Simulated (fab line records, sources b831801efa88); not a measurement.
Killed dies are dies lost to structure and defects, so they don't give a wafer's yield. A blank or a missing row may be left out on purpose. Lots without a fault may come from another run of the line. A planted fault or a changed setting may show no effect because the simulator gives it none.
fab line records | flow gf180mcu
record lots=14 wafers=42 last_day=34
route steps=602 shown V4@502 V5@545 TOP_METAL@568
lots that met no fault: from a run of the same line without faults
start_h: hours from the record's first day to the start of the lot's first wafer shown | wait_h: hours since the lot's step before | " the same as in the row above | L1.1+2: a row that stands for several wafers | - no value, or no start given | * or withheld: withheld | < > ~ a bound
route shown NAME@n: a module of which the file shows steps, and the number in the route of the first | usual: mean/standard deviation of fault-free wafers | same: alike in all rows | chamber/n: place in a boat | sites: the reading at each site | _std_site: their standard deviation | _edge_site: outer sites' mean less inner sites' | radius_mm: how far each site lies from the wafer's centre | mask NAME#n: copy n | behind: the tool/chamber that last shaped the wafer | hold: why the lot was held/for how many hours/how that ended | device: the transistor (n, p or np) that didn't switch | end of line: the same wafers' tests at the end of the route | a step without rows: its recipe alone | killed: dies lost to structure and defects at the first sort, not the wafer's yield | map: a wafer's dies, x killed, . not, _ none there
set.NAME: the setting as run; set.NAME@STEP: as run at that earlier step | model.NAME: the simulator's own value behind a step, which no gauge read
steps of the route over a sample of lots; a table a step, a row a wafer
services: from which hour (start_h, from the record's first day; less than 0 if before it) a tool's chamber was out of use, for how many hours, and why
## steps
# step GF_V4_CMP_26
# recipe stop_on=SiO2 down_force_psi=3.5 platen_rpm=60 t_overpolish_s=15 target_thk_nm=0 pad_velocity_m_s=0.94248
# usual motor_current_A=10.9/0.97 overpolish_run_s=15.000/0.0085 retaining_ring_pressure_frac=1.000/0.0048 time_to_endpoint_s=85.8/2.9
# columns lot.wafer tool chamber start_h wait_h motor_current_A overpolish_run_s retaining_ring_pressure_frac time_to_endpoint_s
L455.3 cmp-02 3 556.25 0.1 10.9 15.015 0.996 80.2
L455.5 " 1 " " 12.2 14.981 1.007 85.7
L455.6 " 2 " " 10.5 14.987 1.003 86.2
L458.2 cmp-01 1 585.57 0.0 10.3 15.006 1.002 83.2
L458.1 " 3 " " 9.3 15.016 1.002 81.8
L458.5 " 2 " " 11.6 14.983 0.991 81.3
L460.3 cmp-01 0 608.28 0.1 11.7 14.986 1.001 88.3
L460.1 " 1 " " 9.6 14.998 1.000 82.3
L460.6 " 2 " " 11.1 15.016 0.997 87.3
L461.4 cmp-02 1 612.92 0.2 12.4 15.004 1.006 87.0
L461.5 " 2 " " 10.5 15.005 1.000 86.1
L461.6 " 3 " " 10.5 14.996 1.000 86.6
L463.3 cmp-02 0 627.51 0.2 11.6 15.008 0.995 83.2
L463.1 " 1 " " 13.0 14.992 1.002 82.6
L463.2 " 2 " " 10.6 14.989 0.997 76.3
L464.4 cmp-02 0 628.07 0.1 10.9 14.999 0.991 86.4
L464.3 " 1 " " 12.5 14.998 1.001 84.8
L464.6 " 3 " " 10.1 15.001 0.999 82.9
L465.4 cmp-02 3 639.06 0.0 10.8 15.007 1.002 83.0
L465.3 " 0 " " 11.0 15.014 1.001 82.8
L465.2 " 1 " " 11.8 14.992 1.006 83.9
L466.2 cmp-02 1 647.96 0.0 12.1 15.005 1.001 88.0
L466.4 " 3 " " 10.3 15.004 1.001 86.2
L466.5 " 1 " " 13.1 15.009 1.004 85.0
L467.2 cmp-01 1 652.50 0.1 9.5 15.004 1.007 88.2
L467.1 " 2 " " 11.9 15.019 1.003 88.4
L467.5 " 0 " " 13.0 15.005 0.993 91.8
L468.3 cmp-01 0 668.31 0.0 11.4 14.994 1.007 91.8
L468.2 " 1 " " 10.3 14.995 1.007 90.2
L468.5 " 1 " " 9.7 14.998 1.011 85.6
L469.1 cmp-01 1 671.11 0.1 10.0 15.013 0.999 87.4
L469.5 " 0 " " 11.6 14.993 1.005 90.4
L469.6 " 1 " " 9.6 14.994 0.998 88.2
L475.3 cmp-01 2 709.36 0.1 11.1 14.999 1.000 84.1
L475.2 " 0 " " 11.8 15.000 0.994 87.5
L475.6 " 3 " " 9.6 15.009 0.994 84.9
L477.1 cmp-02 2 726.77 0.1 10.7 14.991 1.003 81.8
L477.2 " 1 " " 12.5 14.990 1.002 86.5
L477.6 " 3 " " 10.4 15.002 0.998 82.1
L478.4 cmp-01 0 735.81 0.0 11.9 14.996 0.998 84.5
L478.1 " 1 " " 10.0 15.005 1.005 83.0
L478.2 " 2 " " 11.3 14.990 1.008 82.1
# step GF_V5_BOW_MEAS_05
# recipe mode=bow
# usual V5_BOW=133/9.6
# columns lot.wafer tool chamber start_h wait_h V5_BOW[um]
L455.3 film_metro-04 - 601.92 0.2 139
L455.5 " - " " 125
L455.6 " - " " 134
L458.1 film_metro-02 - 632.06 0.2 144
L458.2 " - " " 157
L458.5 " - " " 152
L460.1 film_metro-02 - 649.74 0.1 121
L460.3 " - " " 114
L460.6 " - " " 125
L461.4 film_metro-03 - 654.09 0.2 147
L461.5 " - " " 135
L461.6 " - " " 142
L464.3 film_metro-02 - 669.85 0.1 143
L464.4 " - " " 142
L464.6 " - " " 136
L463.1 film_metro-02 - 670.05 0.2 130
L463.2 " - " " 133
L463.3 " - " " 122
L465.2 film_metro-04 - 679.74 0.2 129
L465.3 " - " " 132
L465.4 " - " " 119
L466.2 film_metro-04 - 688.20 0.3 147
L466.4 " - " " 125
L466.5 " - " " 129
L467.1 film_metro-02 - 692.34 0.2 130
L467.2 " - " " 128
L467.5 " - " " 113
L468.2 film_metro-03 - 707.23 0.2 134
L468.3 " - " " 123
L468.5 " - " " 121
L469.1 film_metro-02 - 709.59 0.1 150
L469.5 " - " " 136
L469.6 " - " " 142
L475.2 film_metro-03 - 746.96 0.2 122
L475.3 " - " " 131
L475.6 " - " " 133
L477.1 film_metro-03 - 762.24 0.1 122
L477.2 " - " " 134
L477.6 " - " " 127
L478.1 film_metro-03 - 771.05 0.1 142
L478.2 " - " " 135
L478.4 " - " " 139
# step GF_V5_ETCH_16
# recipe chemistry=N2/H2 target_depth_a=withheld overetch_a=withheld time_s=withheld target=BARC ion_energy_ev=200 source_w=500 bias_w=100 pressure_mtorr=30 n2_flow_sccm=100 h2_flow_sccm=200
# usual drypump_motor_current_A=5.7/0.59 oes_product_au=0.854/0.0044 throttle_valve_pct=13.225/0.0086
# columns lot.wafer tool chamber start_h wait_h drypump_motor_current_A oes_product_au throttle_valve_pct
L455.3 rie_diel-01 3 622.11 0.0 6.4 0.847 13.235
L455.5 " 1 " " 4.8 0.856 13.241
L455.6 " 2 " " 6.5 0.860 13.217
L458.1 rie_diel-04 3 651.64 0.0 5.3 0.848 13.233
L458.2 " 0 " " 5.7 0.852 13.215
L458.5 " 1 " " 5.6 0.860 13.219
L460.1 rie_diel-04 3 668.90 0.0 5.3 0.855 13.229
L460.3 " 1 " " 5.7 0.848 13.232
L460.6 " 3 " " 5.3 0.852 13.221
L461.4 rie_diel-02 2 673.55 0.0 5.9 0.858 13.219
L461.5 " 3 " " 5.5 0.849 13.215
L461.6 " 0 " " 6.2 0.852 13.229
L464.3 rie_diel-02 0 688.89 0.0 6.2 0.852 13.233
L464.4 " 1 " " 5.3 0.852 13.220
L464.6 " 2 " " 5.9 0.860 13.227
L463.1 rie_diel-01 0 688.90 0.0 5.2 0.856 13.220
L463.2 " 2 " " 6.6 0.861 13.222
L463.3 " 3 " " 6.4 0.858 13.217
L465.2 rie_diel-01 0 698.60 0.0 5.3 0.846 13.224
L465.3 " 2 " " 6.5 0.850 13.235
L465.4 " 0 " " 5.2 0.853 13.234
L466.2 rie_diel-01 3 707.05 0.0 6.4 0.855 13.232
L466.4 " 0 " " 5.2 0.856 13.231
L466.5 " 0 " " 5.2 0.847 13.220
L467.1 rie_diel-01 3 710.85 0.0 6.4 0.855 13.237
L467.2 " 0 " " 5.2 0.850 13.222
L467.5 " 2 " " 6.5 0.859 13.225
L468.2 rie_diel-01 2 725.19 0.0 6.5 0.855 13.232
L468.3 " 0 " " 5.2 0.861 13.217
L468.5 " 2 " " 6.5 0.853 13.218
L469.1 rie_diel-02 3 727.20 0.0 5.5 0.853 13.233
L469.5 " 1 " " 5.3 0.853 13.216
L469.6 " 0 " " 6.2 0.858 13.223
L475.2 rie_diel-02 0 763.09 0.0 6.2 0.855 13.229
L475.3 " 1 " " 5.3 0.852 13.228
L475.6 " 1 " " 5.3 0.856 13.232
L477.1 rie_diel-04 0 777.66 0.0 5.6 0.851 13.237
L477.2 " 1 " " 5.6 0.842 13.220
L477.6 " 2 " " 4.9 0.852 13.227
L478.1 rie_diel-04 1 786.75 0.0 5.6 0.848 13.213
L478.2 " 0 " " 5.6 0.858 13.233
L478.4 " 0 " " 5.6 0.855 13.207
# step GF_TOP_METAL_SPUTTER_01
# recipe material=TiN target_thk_nm=30 power_w=6500 time_s=25 chamber_pressure_pa=0.4
# usual cathode_dc_power_W=6500.0/1.1 chamber_pressure_pa=0.4000/0.00081 throttle_valve_pct=29.8/0.87
# columns lot.wafer tool chamber start_h wait_h cathode_dc_power_W chamber_pressure_pa throttle_valve_pct
L455.3 pvd_sputter-03 - 623.59 0.1 6499.0 0.4012 30.0
L455.5 " - " " 6501.2 0.3999 29.9
L455.6 " - " " 6501.5 0.4009 30.3
L458.1 pvd_sputter-01 - 653.15 0.1 6500.4 0.3974 29.5
L458.2 " - " " 6498.5 0.3999 29.0
L458.5 " - " " 6498.5 0.3986 30.9
L460.1 pvd_sputter-04 - 670.49 0.1 6499.4 0.4000 30.8
L460.3 " - " " 6499.7 0.3991 30.1
L460.6 " - " " 6499.3 0.3999 28.5
L461.4 pvd_sputter-03 - 675.03 0.1 6500.8 0.4005 30.0
L461.5 " - " " 6499.7 0.4008 30.2
L461.6 " - " " 6499.9 0.4005 30.9
L463.1 pvd_sputter-04 - 690.38 0.1 6502.2 0.4003 30.8
L463.2 " - " " 6500.2 0.3997 28.7
L463.3 " - " " 6500.9 0.3998 27.5
L464.3 pvd_sputter-01 - 690.46 0.1 6500.2 0.4003 28.9
L464.4 " - " " 6501.9 0.4003 29.3
L464.6 " - " " 6498.8 0.3997 31.0
L465.2 pvd_sputter-03 - 700.08 0.1 - - -
L465.3 " - " " - - -
L465.4 " - " " - - -
L466.2 pvd_sputter-01 - 708.66 0.1 - - -
L466.4 " - " " - - -
L466.5 " - " " - - -
L467.1 pvd_sputter-04 - 712.33 0.1 6501.0 0.4001 28.5
L467.2 " - " " 6499.9 0.4004 27.6
L467.5 " - " " 6500.5 0.4009 27.6
L468.2 pvd_sputter-03 - 726.68 0.1 6501.6 0.4000 31.2
L468.3 " - " " 6497.9 0.4007 30.1
L468.5 " - " " 6500.1 0.3996 29.7
L469.1 pvd_sputter-03 - 728.68 0.1 6498.7 0.3999 31.2
L469.5 " - " " 6501.6 0.4001 31.2
L469.6 " - " " 6500.4 0.3980 29.9
L475.2 pvd_sputter-01 - 764.57 0.1 6500.1 0.4002 29.5
L475.3 " - " " 6500.7 0.4000 29.7
L475.6 " - " " 6499.3 0.4000 29.6
L477.1 pvd_sputter-01 - 779.14 0.1 6500.4 0.3995 28.9
L477.2 " - " " 6501.2 0.4000 29.1
L477.6 " - " " 6499.7 0.3994 31.2
L478.1 pvd_sputter-01 - 788.23 0.1 6500.4 0.4027 29.3
L478.2 " - " " 6498.0 0.3990 30.9
L478.4 " - " " 6499.4 0.3993 29.3
## services
# columns tool chamber start_h hours kind
rie_diel-04 0 535.78 8.7 repair
rie_diel-01 - 540.84 2.8 pm
rie_diel-04 3 549.99 9.1 repair
pvd_sputter-01 - 559.42 13.3 repair
cmp-01 - 572.00 4.0 pm
cmp-01 - 593.51 4.6 repair
rie_diel-02 1 597.67 3.1 repair
cmp-01 - 613.35 5.5 pm
rie_diel-02 0 622.12 1.5 repair
pvd_sputter-01 - 626.05 3.0 repair
rie_diel-04 2 633.47 48.7 repair
cmp-01 - 634.08 5.6 pm
rie_diel-01 1 636.90 7.6 repair
rie_diel-02 0 660.38 7.1 repair
rie_diel-04 0 662.81 9.8 repair
cmp-02 - 669.84 8.4 pm
rie_diel-01 1 671.29 27.6 repair
rie_diel-01 3 673.65 4.1 repair
rie_diel-01 0 683.96 2.4 repair
rie_diel-01 3 721.63 6.4 repair
pvd_sputter-01 - 730.43 13.4 repair
cmp-02 - 749.66 4.0 pm
cmp-02 - 771.05 5.0 pm
cmp-02 - 779.16 0.8 repair
## key
first_sign step=GF_TOP_METAL_SPUTTER_01 reading=tool_record direction=missing
effect none on later readings
met_at GF_TOP_METAL_SPUTTER_01
struck_lots L465,L466
later_rows_left_out L465.2,L465.3,L465.4,L466.2,L466.4,L466.5
sort_left_out L465.2,L465.3,L465.4,L466.2,L466.4,L466.5
not_acting_at GF_V4_CMP_26,GF_V5_BOW_MEAS_05,GF_V5_ETCH_16
onset_between 690.46 700.08
fault kind=skipped_step_whole tool=pvd_sputter-01,pvd_sputter-03 chamber=- onset_h=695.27 steps=GF_TOP_METAL_SPUTTER_01 scope=struck_lots_only
# sort_left_out: the simulated sort isn't trusted on such a fault, so these wafers' sort isn't shown, and their yield isn't known
# later_rows_left_out: the simulator's readings of these wafers behind a module that went badly wrong aren't trusted and aren't shown, but for the sort
